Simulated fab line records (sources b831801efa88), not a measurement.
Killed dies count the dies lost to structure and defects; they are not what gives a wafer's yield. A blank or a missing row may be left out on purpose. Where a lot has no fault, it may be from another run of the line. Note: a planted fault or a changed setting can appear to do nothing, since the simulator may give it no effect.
fab line records ; flow gf180mcu
record: lots: 12; wafers: 36; lastDay: 34
route steps=602 shown STI@5 MVSD@70 VT_IMPLANT@119
lots untouched by any fault: they come from a run of this same line in which no faults occurred
startH: hours from the record's first day to the start of the lot's first wafer shown ; waitH: hours since the lot's step before ; " same as the row above ; L1.1+2: a row that stands for several wafers ; - no value present, or no start provided ; * or withheld: withheld ; < > ~ a bound
route shown NAME@n: a module of which the file shows steps, and the number in the route of the first ; usual: average and standard deviation across the fault-free wafers ; same: alike in all rows ; chamber/n: place in a boat ; sites: per-site readings ; _std_site: standard deviation of those values ; _edge_site: outer sites' mean less inner sites' ; radiusMm: for every site, how far away it sits from the centre of the wafer ; mask NAME#n: copy n ; behind: tool/chamber where the wafer was last shaped ; hold: the reason the lot was held/the length of the hold in hours/how it ended ; device: transistor that didn't switch, given as n, p or np ; end of line: the tests these same wafers got at the end of their route ; step lacking rows: just its recipe ; killed: dies lost to structure and defects at the first sort, not the wafer's yield ; map: the dies of a wafer, with x for killed, . for not killed, _ for no die there
set.NAME: the setting that was run; set.NAME@STEP: the one run at that earlier step ; model.NAME: the simulator's own value behind a step, which no gauge read
steps of the route over a sample of lots; a table a step, a row a wafer
services: from which hour (startH, from the record's first day; less than 0 if before it) a tool's chamber was out of use, for how many hours, and why
== steps ==
step: GF_STI_THK_MEAS_04
recipe: reads: Si3N4_of_STI_CVD_03
usual: STI_CVD_03_THK: 207.6/2
lot.wafer;tool;chamber;startH;waitH;STI_CVD_03_THK[nm]
L558.1;filmMetro-02;-;25.92;0.0;204.8
L558.2;filmMetro-02;-;25.92;0.0;206.2
L558.4;filmMetro-02;-;25.92;0.0;206.6
L560.2;filmMetro-01;-;36.28;0.0;208.5
L560.4;filmMetro-01;-;36.28;0.0;209.5
L560.5;filmMetro-01;-;36.28;0.0;209.6
L561.1;filmMetro-02;-;40.70;0.0;207.0
L561.2;filmMetro-02;-;40.70;0.0;208.4
L561.3;filmMetro-02;-;40.70;0.0;209.3
L563.1;filmMetro-01;-;49.55;0.0;204.9
L563.3;filmMetro-01;-;49.55;0.0;204.8
L563.4;filmMetro-01;-;49.55;0.0;206.7
L564.2;filmMetro-02;-;54.56;0.0;205.2
L564.5;filmMetro-02;-;54.56;0.0;204.3
L564.6;filmMetro-02;-;54.56;0.0;203.6
L565.1;filmMetro-02;-;58.56;0.0;206.4
L565.2;filmMetro-02;-;58.56;0.0;206.7
L565.3;filmMetro-02;-;58.56;0.0;208.1
L567.1;filmMetro-02;-;71.61;0.0;206.6
L567.2;filmMetro-02;-;71.61;0.0;207.0
L567.5;filmMetro-02;-;71.61;0.0;206.4
L568.3;filmMetro-01;-;75.55;0.0;206.3
L568.5;filmMetro-01;-;75.55;0.0;206.3
L568.6;filmMetro-01;-;75.55;0.0;206.8
L576.4;filmMetro-01;-;113.61;0.0;206.9
L576.5;filmMetro-01;-;113.61;0.0;204.9
L576.6;filmMetro-01;-;113.61;0.0;206.8
L577.1;filmMetro-02;-;118.56;0.0;210.7
L577.4;filmMetro-02;-;118.56;0.0;210.3
L577.6;filmMetro-02;-;118.56;0.0;209.7
L578.3;filmMetro-01;-;124.83;0.0;206.8
L578.4;filmMetro-01;-;124.83;0.0;207.6
L578.5;filmMetro-01;-;124.83;0.0;206.5
L579.2;filmMetro-02;-;128.57;0.0;210.3
L579.4;filmMetro-02;-;128.57;0.0;209.7
L579.5;filmMetro-02;-;128.57;0.0;208.6
step: GF_MVSD_EXPOSE_04
recipe: maskId: MVSD; targetCdNm: 1000; na: 0.6; sourceShape: conventional; sigmaOuter: 0.6; doseMj: 260
same: sigmaOuter: 0.6
lot.wafer;tool;chamber;startH;waitH;mask
L558.1+2+4;ilineStepper-02;0;85.59;-;MVSD#0
L560.2+4+5;ilineStepper-01;0;104.69;-;MVSD#0
L561.1+2+3;ilineStepper-02;0;108.37;-;MVSD#0
L563.1+3+4;ilineStepper-01;0;120.50;-;MVSD#0
L564.2+5+6;ilineStepper-01;0;128.93;-;MVSD#0
L565.1+2+3;ilineStepper-02;0;132.70;-;MVSD#0
L567.1+2+5;ilineStepper-01;0;142.32;-;MVSD#0
L568.3+5+6;ilineStepper-02;0;146.75;-;LVPWELL#0
L576.4+5+6;ilineStepper-02;0;190.02;-;MVSD#0
L577.1+4+6;ilineStepper-01;0;196.49;-;MVSD#0
L578.3+4+5;ilineStepper-01;0;202.43;-;MVSD#0
L579.2+4+5;ilineStepper-01;0;205.88;-;MVSD#0
step: GF_MVSD_OVL_MEAS_07
usual: MVSD_OVL: -0.4/1.4
lot.wafer;tool;chamber;startH;waitH;MVSD_OVL[nm]
L558.1;overlay-01;-;92.04;-;-2.5
L558.2;overlay-01;-;92.04;-;-2.3
L558.4;overlay-01;-;92.04;-;-4.7
L560.2;overlay-01;-;112.23;-;-1.2
L560.4;overlay-01;-;112.23;-;-0.8
L560.5;overlay-01;-;112.23;-;-1.0
L561.1;overlay-02;-;115.97;-;0.3
L561.2;overlay-02;-;115.97;-;-0.2
L561.3;overlay-02;-;115.97;-;-2.7
L563.1;overlay-01;-;128.12;-;-0.2
L563.3;overlay-01;-;128.12;-;-0.4
L563.4;overlay-01;-;128.12;-;-0.3
L564.2;overlay-02;-;136.68;-;-2.1
L564.5;overlay-02;-;136.68;-;-0.2
L564.6;overlay-02;-;136.68;-;-1.5
L565.1;overlay-01;-;139.31;-;1.1
L565.2;overlay-01;-;139.31;-;1.3
L565.3;overlay-01;-;139.31;-;-0.1
L567.1;overlay-02;-;150.39;-;-0.9
L567.2;overlay-02;-;150.39;-;0.1
L567.5;overlay-02;-;150.39;-;-1.2
L568.3;overlay-01;-;154.37;-;-
L568.5;overlay-01;-;154.37;-;-
L568.6;overlay-01;-;154.37;-;-
L576.4;overlay-02;-;197.64;-;-0.5
L576.5;overlay-02;-;197.64;-;-0.5
L576.6;overlay-02;-;197.64;-;-1.4
L577.1;overlay-01;-;205.49;-;0.7
L577.4;overlay-01;-;205.49;-;-0.5
L577.6;overlay-01;-;205.49;-;0.0
L578.3;overlay-02;-;210.55;-;1.2
L578.4;overlay-02;-;210.55;-;0.9
L578.5;overlay-02;-;210.55;-;0.4
L579.2;overlay-01;-;214.08;-;0.8
L579.4;overlay-01;-;214.08;-;0.6
L579.5;overlay-01;-;214.08;-;1.5
step: GF_MVSD_STRIP_10
recipe: chemistry: O2/N2; powerW: 1400; pressureMtorr: 1500; platenTempC: 250; o2FlowSccm: 3000; n2FlowSccm: 300; overashFraction: 0.5
usual: drypumpMotorCurrentA: 5.7/0.3; heaterPowerW: 329/35; oesProductAu: 0.721/0.004; platenTempC: 250.02/0.19; stripTimeToEndpointS: 36.96/0.13
lot.wafer;tool;chamber;startH;waitH;drypumpMotorCurrentA;heaterPowerW;oesProductAu;platenTempC;rfHoursCounterH;stripTimeToEndpointS
L558.1;plasmaAsher-01;1;92.38;0.1;5.6;328;0.722;249.83;43;36.91
L558.2;plasmaAsher-01;0;92.38;0.1;5.5;303;0.724;250.08;43;36.86
L558.4;plasmaAsher-01;1;92.38;0.1;5.6;337;0.718;249.96;-;36.94
L560.2;plasmaAsher-02;0;112.56;0.1;6.0;348;0.725;250.12;38;37.00
L560.4;plasmaAsher-02;1;112.56;0.1;5.6;342;0.717;250.05;-;36.98
L560.5;plasmaAsher-02;0;112.56;0.1;6.1;359;0.722;249.86;-;37.06
L561.1;plasmaAsher-01;0;116.31;0.1;5.5;306;0.722;249.94;45;36.91
L561.2;plasmaAsher-01;1;116.31;0.1;5.6;340;0.721;249.86;45;36.81
L561.3;plasmaAsher-01;0;116.31;0.1;5.5;297;0.721;249.96;-;36.99
L563.1;plasmaAsher-01;0;128.46;0.1;5.5;307;0.722;249.90;47;36.90
L563.3;plasmaAsher-01;1;128.46;0.1;5.6;327;0.714;249.86;-;36.97
L563.4;plasmaAsher-01;0;128.46;0.1;5.5;302;0.725;249.86;-;36.82
L564.2;plasmaAsher-02;0;137.01;0.1;6.1;363;0.720;249.95;41;36.98
L564.5;plasmaAsher-02;0;137.01;0.1;6.1;357;0.728;250.05;-;36.86
L564.6;plasmaAsher-02;1;137.01;0.1;5.6;349;0.722;249.86;-;36.98
L565.1;plasmaAsher-03;1;139.65;0.1;6.4;243;0.719;250.04;2;36.99
L565.2;plasmaAsher-03;0;139.65;0.1;5.2;279;0.715;249.70;2;37.04
L565.3;plasmaAsher-03;1;139.65;0.1;6.4;238;0.716;250.17;-;37.06
L567.1;plasmaAsher-03;0;150.73;0.1;5.3;280;0.726;249.97;3;36.77
L567.2;plasmaAsher-03;1;150.73;0.1;6.4;245;0.719;249.85;3;36.94
L567.5;plasmaAsher-03;1;150.73;0.1;6.4;234;0.718;249.86;-;36.96
L568.3;plasmaAsher-02;0;154.73;0.1;6.1;361;0.721;250.38;-;36.96
L568.5;plasmaAsher-02;1;154.73;0.1;5.6;347;0.722;249.93;-;36.90
L568.6;plasmaAsher-02;0;154.73;0.1;6.1;370;0.724;250.14;-;36.99
L576.4;plasmaAsher-02;1;197.99;0.1;5.6;357;0.719;249.83;-;37.07
L576.5;plasmaAsher-02;0;197.99;0.1;6.1;363;0.718;249.83;-;37.17
L576.6;plasmaAsher-02;1;197.99;0.1;5.6;353;0.719;249.98;-;37.04
L577.1;plasmaAsher-03;1;205.83;0.1;6.4;246;0.720;249.98;8;36.99
L577.4;plasmaAsher-03;0;205.83;0.1;5.3;276;0.722;250.01;-;36.92
L577.6;plasmaAsher-03;1;205.83;0.1;6.4;241;0.725;250.00;-;37.01
L578.3;plasmaAsher-02;1;210.91;0.1;5.6;347;0.720;249.87;-;36.89
L578.4;plasmaAsher-02;0;210.91;0.1;6.0;368;0.718;250.04;-;36.88
L578.5;plasmaAsher-02;1;210.91;0.1;5.6;345;0.718;250.01;-;36.97
L579.2;plasmaAsher-02;0;214.41;0.1;6.0;375;0.717;249.60;50;36.80
L579.4;plasmaAsher-02;1;214.41;0.1;5.6;348;0.726;250.18;-;36.86
L579.5;plasmaAsher-02;1;214.41;0.1;5.6;350;0.728;250.21;-;36.76
step: GF_MVSD_TW_MEAS_11
usual: MVSD_TW: 1576/14
lot.wafer;tool;chamber;startH;waitH;hold;MVSD_TW
L558.1;filmMetro-02;-;92.48;0.1;-;1572
L558.2;filmMetro-02;-;92.48;0.1;-;1563
L558.4;filmMetro-02;-;92.48;0.1;-;1562
L560.2;filmMetro-04;-;112.67;0.1;-;1595
L560.4;filmMetro-04;-;112.67;0.1;-;1598
L560.5;filmMetro-04;-;112.67;0.1;-;1593
L561.1;filmMetro-04;-;116.41;0.1;-;1604
L561.2;filmMetro-04;-;116.41;0.1;-;1585
L561.3;filmMetro-04;-;116.41;0.1;-;1596
L563.1;filmMetro-04;-;128.56;0.1;-;1601
L563.3;filmMetro-04;-;128.56;0.1;-;1591
L563.4;filmMetro-04;-;128.56;0.1;-;1596
L564.2;filmMetro-04;-;137.12;0.1;-;1597
L564.5;filmMetro-04;-;137.12;0.1;-;1592
L564.6;filmMetro-04;-;137.12;0.1;-;1596
L565.1;filmMetro-04;-;139.75;0.1;-;1590
L565.2;filmMetro-04;-;139.75;0.1;-;1590
L565.3;filmMetro-04;-;139.75;0.1;-;1594
L567.1;filmMetro-02;-;150.83;0.1;-;1576
L567.2;filmMetro-02;-;150.83;0.1;-;1565
L567.5;filmMetro-02;-;150.83;0.1;-;1565
L568.3;filmMetro-02;-;154.82;0.1;awaitDispo/0.2h/release;30
L568.5;filmMetro-02;-;154.82;0.1;awaitDispo/0.2h/release;30
L568.6;filmMetro-02;-;154.82;0.1;awaitDispo/0.2h/release;30
L568.3;filmMetro-02;-;155.14;0.3;-;30
L568.5;filmMetro-02;-;155.14;0.3;-;30
L568.6;filmMetro-02;-;155.14;0.3;-;30
L576.4;filmMetro-02;-;198.09;0.1;-;1562
L576.5;filmMetro-02;-;198.09;0.1;-;1554
L576.6;filmMetro-02;-;198.09;0.1;-;1566
L577.1;filmMetro-02;-;205.93;0.1;-;1566
L577.4;filmMetro-02;-;205.93;0.1;-;1559
L577.6;filmMetro-02;-;205.93;0.1;-;1564
L578.3;filmMetro-02;-;211.01;0.1;-;1561
L578.4;filmMetro-02;-;211.01;0.1;-;1563
L578.5;filmMetro-02;-;211.01;0.1;-;1559
L579.2;filmMetro-02;-;214.57;0.1;-;1563
L579.4;filmMetro-02;-;214.57;0.1;-;1568
L579.5;filmMetro-02;-;214.57;0.1;-;1567
step: GF_VT_IMPLANT_OVL_MEAS_29
usual: VT_IMPLANT_02_OVL: -0.8/1.3
lot.wafer;tool;chamber;startH;waitH;VT_IMPLANT_02_OVL[nm]
L558.1;overlay-01;-;153.36;0.1;-1.2
L558.2;overlay-01;-;153.36;0.1;-2.3
L558.4;overlay-01;-;153.36;0.1;-0.8
L560.2;overlay-01;-;175.43;0.1;1.6
L560.4;overlay-01;-;175.43;0.1;1.5
L560.5;overlay-01;-;175.43;0.1;1.2
L561.1;overlay-01;-;178.71;0.1;-1.2
L561.2;overlay-01;-;178.71;0.1;-0.7
L561.3;overlay-01;-;178.71;0.1;-1.0
L563.1;overlay-01;-;193.22;0.1;-2.4
L563.3;overlay-01;-;193.22;0.1;-1.5
L563.4;overlay-01;-;193.22;0.1;-0.9
L564.2;overlay-02;-;202.18;0.1;-0.8
L564.5;overlay-02;-;202.18;0.1;-0.7
L564.6;overlay-02;-;202.18;0.1;-1.0
L565.1;overlay-02;-;206.15;0.1;-0.2
L565.2;overlay-02;-;206.15;0.1;-0.1
L565.3;overlay-02;-;206.15;0.1;-0.4
L567.1;overlay-01;-;216.06;0.1;-0.2
L567.2;overlay-01;-;216.06;0.1;0.1
L567.5;overlay-01;-;216.06;0.1;0.4
L576.4;overlay-02;-;269.59;0.1;-1.8
L576.5;overlay-02;-;269.59;0.1;-1.5
L576.6;overlay-02;-;269.59;0.1;-1.5
L577.1;overlay-01;-;278.36;0.1;0.9
L577.4;overlay-01;-;278.36;0.1;-0.5
L577.6;overlay-01;-;278.36;0.1;0.8
L578.3;overlay-02;-;283.82;0.1;-1.5
L578.4;overlay-02;-;283.82;0.1;-2.6
L578.5;overlay-02;-;283.82;0.1;-2.6
L579.2;overlay-02;-;288.03;0.1;-0.6
L579.4;overlay-02;-;288.03;0.1;-1.5
L579.5;overlay-02;-;288.03;0.1;-0.4
== services ==
tool;chamber;startH;hours;kind
plasmaAsher-02;-;71.07;1.0;repair
plasmaAsher-03;-;108.75;9.0;pm
plasmaAsher-03;0;108.75;9.0;ventCycle
plasmaAsher-03;1;108.75;9.0;ventCycle
plasmaAsher-03;0;117.75;-;clean
plasmaAsher-03;1;117.75;-;clean
ilineStepper-02;-;118.34;4.4;pm
== key ==
firstSign: step: GF_MVSD_EXPOSE_04; reading: mask; direction: changed
effect: step: GF_MVSD_OVL_MEAS_07; reading: MVSD_OVL; direction: missing
effect: step: GF_MVSD_TW_MEAS_11; reading: visit; direction: added
effect: step: GF_MVSD_TW_MEAS_11; reading: MVSD_TW; direction: down; sigmas: 99+; usual: 1576; struck: 30
metAt GF_MVSD_EXPOSE_04
struckLots L568
scrappedBehind GF_MVSD_TW_MEAS_11 L568.3,L568.5,L568.6
notActingAt GF_STI_THK_MEAS_04,GF_MVSD_STRIP_10,GF_VT_IMPLANT_OVL_MEAS_29
onsetBetween 132.70 146.75
fault: kind: wrongMask; tool: any; chamber: -; onsetH: 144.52; steps: GF_MVSD_EXPOSE_04; auxCopy: LVPWELL#0; scope: struckLotsOnly
